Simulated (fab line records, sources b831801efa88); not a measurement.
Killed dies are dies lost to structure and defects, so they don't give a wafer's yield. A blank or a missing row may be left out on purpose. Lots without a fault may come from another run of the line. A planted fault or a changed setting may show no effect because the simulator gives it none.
fab line records | flow sfq_line
record lots=14 wafers=42 last_day=78
route steps=325 shown M1@59
lots that met no fault: from a run of the same line without faults
start_h: hours from the record's first day to the start of the lot's first wafer shown | wait_h: hours since the lot's step before | " the same as in the row above | L1.1+2: a row that stands for several wafers | - no value, or no start given | * or withheld: withheld | < > ~ a bound
route shown NAME@n: a module of which the file shows steps, and the number in the route of the first | usual: mean/standard deviation of fault-free wafers | same: alike in all rows | chamber/n: place in a boat | sites: the reading at each site | _std_site: their standard deviation | _edge_site: outer sites' mean less inner sites' | radius_mm: how far each site lies from the wafer's centre | mask NAME#n: copy n | behind: the tool/chamber that last shaped the wafer | hold: why the lot was held/for how many hours/how that ended | device: the transistor (n, p or np) that didn't switch | end of line: the same wafers' tests at the end of the route | a step without rows: its recipe alone | killed: dies lost to structure and defects at the first sort, not the wafer's yield | map: a wafer's dies, x killed, . not, _ none there
set.NAME: the setting as run; set.NAME@STEP: as run at that earlier step | model.NAME: the simulator's own value behind a step, which no gauge read
steps of the route over a sample of lots; a table a step, a row a wafer
services: from which hour (start_h, from the record's first day; less than 0 if before it) a tool's chamber was out of use, for how many hours, and why
## steps
# step SFQ_TRILAYER_M1_DEP_SPUTTER_037
# recipe material=Nb base_pressure_pa=1.33e-06 chamber_pressure_pa=0.1333 substrate_temp_c=20 resputter_cathode_voltage_v=400 target_thk_nm=200 power_w=2000 time_s=133.3
# usual cathode_dc_power_W=2000.0/0.35 throttle_valve_pct=29.9/0.74
# columns lot.wafer tool chamber start_h wait_h cathode_dc_power_W throttle_valve_pct
L678.1 pvd_sputter-06 - 228.89 0.0 2000.0 28.2
L678.2 " - " " 2000.0 29.5
L678.6 " - " " 1999.6 28.1
L680.2 pvd_sputter-05 - 245.69 0.0 1999.8 30.0
L680.3 " - " " 1999.7 29.8
L680.6 " - " " 1999.3 29.5
L681.1 pvd_sputter-05 - 248.09 0.0 1999.6 29.7
L681.2 " - " " 2000.2 30.3
L681.3 " - " " 2000.0 29.8
L685.3 pvd_sputter-05 - 293.32 0.0 2077.2 30.3
L685.5 " - " " 2078.1 29.7
L685.6 " - " " 2077.0 30.2
L686.2 pvd_sputter-05 - 302.07 0.0 2077.9 29.6
L686.3 " - " " 2077.7 29.9
L686.4 " - " " 2078.1 30.1
L688.3 pvd_sputter-06 - 315.27 0.0 2000.0 29.6
L688.4 " - " " 1999.8 29.3
L688.6 " - " " 1999.8 29.9
L693.3 pvd_sputter-06 - 343.98 0.0 2000.0 28.2
L693.4 " - " " 2000.2 29.3
L693.6 " - " " 1999.5 29.5
L694.1 pvd_sputter-06 - 354.77 0.0 1999.6 29.6
L694.3 " - " " 1999.5 28.5
L694.6 " - " " 2000.4 29.8
L696.1 pvd_sputter-03 - 365.57 0.0 2000.4 31.2
L696.2 " - " " 1999.3 31.2
L696.4 " - " " 1999.3 29.9
L697.2 pvd_sputter-06 - 372.77 0.0 2000.3 28.3
L697.4 " - " " 2000.3 29.6
L697.6 " - " " 2000.2 29.4
L698.1 pvd_sputter-06 - 383.12 0.0 2000.1 29.8
L698.3 " - " " 2000.1 29.9
L698.4 " - " " 1999.5 28.6
L699.1 pvd_sputter-03 - 387.92 0.0 2000.2 31.4
L699.4 " - " " 2000.1 30.9
L699.5 " - " " 2000.1 31.0
L700.3 pvd_sputter-03 - 392.72 0.0 2000.4 30.0
L700.4 " - " " 2000.2 29.7
L700.6 " - " " 2000.5 29.9
L701.3 pvd_sputter-06 - 396.32 0.0 2000.4 29.8
L701.4 " - " " 2000.1 28.3
L701.6 " - " " 1999.6 29.6
## services
# columns tool chamber start_h hours kind
pvd_sputter-05 - 213.91 6.9 repair
pvd_sputter-03 - 216.75 15.1 repair
pvd_sputter-05 - 272.49 0.5 repair
pvd_sputter-06 - 280.26 1.1 repair
pvd_sputter-05 - 358.69 9.1 repair
## key
first_sign step=SFQ_TRILAYER_M1_DEP_SPUTTER_037 reading=cathode_dc_power_W direction=up sigmas=99+ usual=2000.0 struck=2077.7
effect none on later readings
met_at SFQ_TRILAYER_M1_DEP_SPUTTER_037
struck_lots L685,L686
onset_between 248.09 293.32
fault kind=process_parameter_drift tool=pvd_sputter-05 chamber=- onset_h=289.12 steps=SFQ_TRILAYER_M1_DEP_SPUTTER_037 channel=power_w offset=77.402 shape=step end_h=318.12 acts_in=these_recipes_only stated=2000
